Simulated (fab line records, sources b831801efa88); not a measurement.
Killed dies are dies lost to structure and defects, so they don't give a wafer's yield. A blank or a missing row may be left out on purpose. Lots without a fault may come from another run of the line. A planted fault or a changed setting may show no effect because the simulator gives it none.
One fault seen from 2 desks | flow sky130 | each desk has only its own numbers; what lay behind them comes last

THE TOOL OWNER'S DESK: implanter-02
The tool's own readings at SKY_LDD_LDN_IMPLANT_11: means of the sampled wafers that have a number, for each lot that ran on this tool. A lot is out of limits, marked OUT, if its mean lies more than 4 standard deviations from the usual mean; the brackets give that distance.
Columns: A = dose_ions_cm2 at SKY_LDD_LDN_IMPLANT_11, usual 1.2499e+13; B = faraday_current_uA at SKY_LDD_LDN_IMPLANT_11, usual 70.5
lot  | first seen here | A                            | B
L501 | day 23 16:02    | 1.2497e+13                   | 71.3
L502 | day 23 22:01    | 1.2507e+13                   | 71.2
L513 | day 28 04:24    | 5.0907e+12 (-99 or more) OUT | 28.8 (-35) OUT
L514 | day 28 09:16    | 5.0897e+12 (-99 or more) OUT | 28.8 (-35) OUT
This desk's finding: out of limits on L513, L514; first on L513, day 28 04:24 (dose_ions_cm2 at SKY_LDD_LDN_IMPLANT_11). In limits: L501, L502.

THE METROLOGY DESK
What the gauges read, lot by lot, whatever tool the lot ran on: means of the sampled wafers that have a number. A lot is out of limits, marked OUT, if its mean lies more than 4 standard deviations from the usual mean; the brackets give that distance.
Columns: A = LDD_LDN_TW at SKY_LDD_LDN_TW_MEAS_13, usual 1484
lot  | first seen here | A
L499 | day 22 18:07    | 1502
L500 | day 23 12:10    | 1474
L501 | day 23 16:16    | 1485
L502 | day 23 22:16    | 1478
L504 | day 25 10:48    | 1477
L513 | day 28 04:39    | 1421 (-5.7) OUT
L514 | day 28 09:31    | 1405 (-7.2) OUT
L519 | day 30 17:43    | 1472
L521 | day 30 19:41    | 1488
L520 | day 30 20:17    | 1492
L522 | day 31 03:10    | 1482
This desk's finding: out of limits on L513, L514; first on L513, day 28 04:39 (LDD_LDN_TW at SKY_LDD_LDN_TW_MEAS_13). In limits: L499, L500, L501, L502, L504, L519, L521, L520, L522.

PUT TOGETHER
The tool owner's desk could have raised an alarm at day 28 04:24, on L513, L514.
The metrology desk could have raised an alarm at day 28 04:39, on L513, L514.
Of the lots named, all ran SKY_LDD_LDN_IMPLANT_11 on implanter-02.

WHAT THE SIMULATOR HAD PUT IN
Process parameter drift: implanter-02, from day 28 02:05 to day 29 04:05, at SKY_LDD_LDN_IMPLANT_11. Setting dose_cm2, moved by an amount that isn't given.
Lots struck among those shown: L513, L514.
Hours from the fault's start to each desk's first reading out of limits: the tool owner's desk, 2; the metrology desk, 3.
